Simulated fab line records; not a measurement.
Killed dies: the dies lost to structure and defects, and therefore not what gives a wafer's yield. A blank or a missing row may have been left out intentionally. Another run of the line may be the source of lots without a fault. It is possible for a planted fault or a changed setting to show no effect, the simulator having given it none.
A struck lot beside a sound one ; flow sky130 ; 42 steps out of a route of 708
Sound: the wafers L344.3, L344.4, L344.5. Wafers L354.2, L354.4, L354.5 were the ones struck. The cause is given at the end.
At each step with rows: each side's tool, then ch and its chambers, then its first start. Under that, the readings that differ: sound wafers ; struck wafers ; difference of the means ; sigmas: that difference in standard deviations of wafers without a fault.
alike: readings with means less than 2 such deviations apart, plus words and numbers identical on both sides. not compared: withheld readings, readings lacking a value on some wafer, bounds such as >300 that could conceal the same value, and numbers that have no deviation in the record and whose values overlap.
The two part at a step that has a row with sigmas, a row that says differs or no value, or rows on one side only. Numbers that have no deviation but don't overlap get no sigmas and don't part them. A reading missing from all wafers of one side parts the sides only when that side holds two or more wafers.

SKY_SD_P_CD_MEAS_07: target cd 380 nm.
  struck on cdSem-02, day 31 06:10; sound on cdSem-02, day 27 15:35
  alike: cdNm
SKY_SD_P_OVL_MEAS_08:
  struck on overlay-01, day 31 06:16; sound on overlay-01, day 27 15:40
  alike: SD_P_OVL
after that, 1 step had no rows for these wafers: SKY_SD_P_IMPLANT_09.
SKY_SD_P_STRIP_10: strips in O2/N2.
  sound on plasmaAsher-02 ch 0,1, day 27 15:52; struck on plasmaAsher-04 ch 0,1, day 31 06:26
  alike: drypumpMotorCurrentA, oesProductAu, stripTimeToEndpointS
  not compared: rfHoursCounterH
SKY_SD_P_TW_MEAS_11:
  struck on filmMetro-02, day 31 06:33; sound on filmMetro-02, day 27 15:58
  alike: SD_P_TW
then, 7 steps without rows for these wafers: SKY_RES_XHIGH_DEHYDRATE_00 (time 60 s); SKY_RES_XHIGH_HMDS_01 (prime time 60 s); SKY_RES_XHIGH_COAT_02 (resist thk 1140 nm); SKY_RES_XHIGH_SOFTBAKE_03 (time 60 s); SKY_RES_XHIGH_EXPOSE_04 (exposes mask URPM, target cd 1270 nm); SKY_RES_XHIGH_PEB_05; SKY_RES_XHIGH_DEVELOP_06 (develop time 60 s).
SKY_RES_XHIGH_IMPLANT_07:
  sound on implanter-02 ch 0, day 28 20:32; struck on implanter-02 ch 0, day 32 10:17
SKY_RES_XHIGH_STRIP_08: strips in O2/N2.
  sound on plasmaAsher-03 ch 0,1, day 28 20:40; struck on plasmaAsher-02 ch 0,1, day 32 10:25
  alike: drypumpMotorCurrentA, oesProductAu, stripTimeToEndpointS
  not compared: rfHoursCounterH
SKY_RES_XHIGH_TW_MEAS_09:
  struck on filmMetro-02, day 32 10:32; sound on filmMetro-04, day 28 20:46
  alike: RES_XHIGH_TW
then, 7 steps without rows for these wafers: SKY_SD_N_DEHYDRATE_00 (time 60 s); SKY_SD_N_HMDS_01 (prime time 60 s); SKY_SD_N_COAT_02 (resist thk 1140 nm); SKY_SD_N_SOFTBAKE_03 (time 60 s); SKY_SD_N_EXPOSE_04 (exposes mask NSDM, target cd 380 nm); SKY_SD_N_PEB_05; SKY_SD_N_DEVELOP_06 (develop time 60 s).
SKY_SD_N_CD_MEAS_07: target cd 380 nm.
  struck on cdSem-02, day 33 14:05; sound on cdSem-02, day 30 01:07
  alike: cdNm
SKY_SD_N_OVL_MEAS_08:
  struck on overlay-02, day 33 14:11; sound on overlay-01, day 30 01:12
  alike: SD_N_OVL
then, 2 steps without rows for these wafers: SKY_SD_N_IMPLANT_09; SKY_SD_N_IMPLANT_10.
SKY_SD_N_STRIP_11: strips in O2/N2.
  sound on plasmaAsher-03 ch 0,1, day 30 01:34; struck on plasmaAsher-01 ch 0,1, day 33 14:31
reading;sound;struck;difference;sigmas
stripTimeToEndpointS (s);22.58 22.63 22.60;22.50 22.51 22.51;-0.10;-2
  alike: drypumpMotorCurrentA, oesProductAu
  not compared: rfHoursCounterH
SKY_SD_N_TW_MEAS_12:
  struck on filmMetro-03, day 33 14:38; sound on filmMetro-04, day 30 01:38
  alike: SD_N_TW
then, 1 step without rows for these wafers: SKY_SD_N_CLEAN_13 (cleans in SC1/SC2, time 150 s).
SKY_SD_N_RTA_14: time 2 s.
  sound on rtpAnneal-02 ch 0, day 30 01:45; struck on rtpAnneal-01 ch 0, day 33 14:45
  alike: lampPowerPct, wafer_temp_C_max
SKY_SD_N_RS_MEAS_16: measures by four-point-probe.
  struck on filmMetro-02, day 33 14:56; sound on filmMetro-03, day 30 01:57
  alike: SD_N_RS
SKY_SD_N_RS_MEAS_17: measures by four-point-probe.
  struck on filmMetro-02, day 33 15:04; sound on filmMetro-03, day 30 02:04
  alike: SD_P_RS
SKY_SD_N_RS_MEAS_18: measures by four-point-probe.
  struck on filmMetro-02, day 33 15:11; sound on filmMetro-03, day 30 02:11
  alike: RES_XHIGH_RS
then, 2 steps without rows for these wafers: SKY_SALICIDE_CLEAN_00 (cleans in HF-last, time 30 s); SKY_LI_CONTACT_HDPCVD_00 (deposits PSG, target thk 930 nm, time 155 s).
SKY_LI_CONTACT_THK_MEAS_01:
  struck on filmMetro-03, day 33 15:25; sound on filmMetro-04, day 30 02:25
  alike: LI_CONTACT_HDPCVD_THK
SKY_LI_CONTACT_CMP_02: polishes PSG.
  sound on cmp-02 ch 0,1, day 30 02:27; struck on cmp-02 ch 0,3, day 33 15:31
  alike: motorCurrentA, timeToEndpointS
SKY_LI_CONTACT_BOW_MEAS_03:
  struck on filmMetro-03, day 33 15:47; sound on filmMetro-02, day 30 02:47
  alike: LI_CONTACT_BOW
then, 3 steps without rows for these wafers: SKY_LI_CONTACT_DEHYDRATE_04 (time 60 s); SKY_LI_CONTACT_HMDS_05 (prime time 60 s); SKY_LI_CONTACT_COAT_06 (resist thk 60 nm).
-- a jump in the record: the struck wafers' starts before and after are 16 days apart (it breaks off in module LI_CONTACT and resumes in module PAD_OPEN, where the first step shown is number 708 of the route) --
SKY_PAD_OPEN_PROBE_99:
  struck on prober-01, day 50 00:41; sound on prober-02, day 47 12:05
reading;sound;struck;difference;sigmas
model.etest.resXhighPo.lineOhmUm;5839 5640 5580;5943 6060 6082;+342;
model.etest.resXhighPo.rsOhmSqRimLessCentre;97.49 89.79 78.86;-264.4 -253.1 -269.5;-351.0;
model.etest.resXhighPo.rsOhmSqRange;120.9 118.4 105.6;287.8 276.6 284.9;+168.1;
model.etest.resXhighPo.rsOhmSq;2027 1965 1951;2092 2096 2117;+121;
  alike: killed_at_M0_to_M3, killed_at_M4_up, killedAtContacts, killedAtFrontEnd, killedAtOther, killedDies, killedOpen, killedShort

WHERE THEY PART
Only at SKY_SD_N_STRIP_11, within this record. Later steps at which nothing parts them and some readings are alike: SKY_SD_N_TW_MEAS_12, SKY_SD_N_RTA_14, SKY_SD_N_RS_MEAS_16, SKY_SD_N_RS_MEAS_17, SKY_SD_N_RS_MEAS_18, SKY_LI_CONTACT_THK_MEAS_01, SKY_LI_CONTACT_CMP_02, SKY_LI_CONTACT_BOW_MEAS_03, SKY_PAD_OPEN_PROBE_99.

WHY: what the simulator had put in
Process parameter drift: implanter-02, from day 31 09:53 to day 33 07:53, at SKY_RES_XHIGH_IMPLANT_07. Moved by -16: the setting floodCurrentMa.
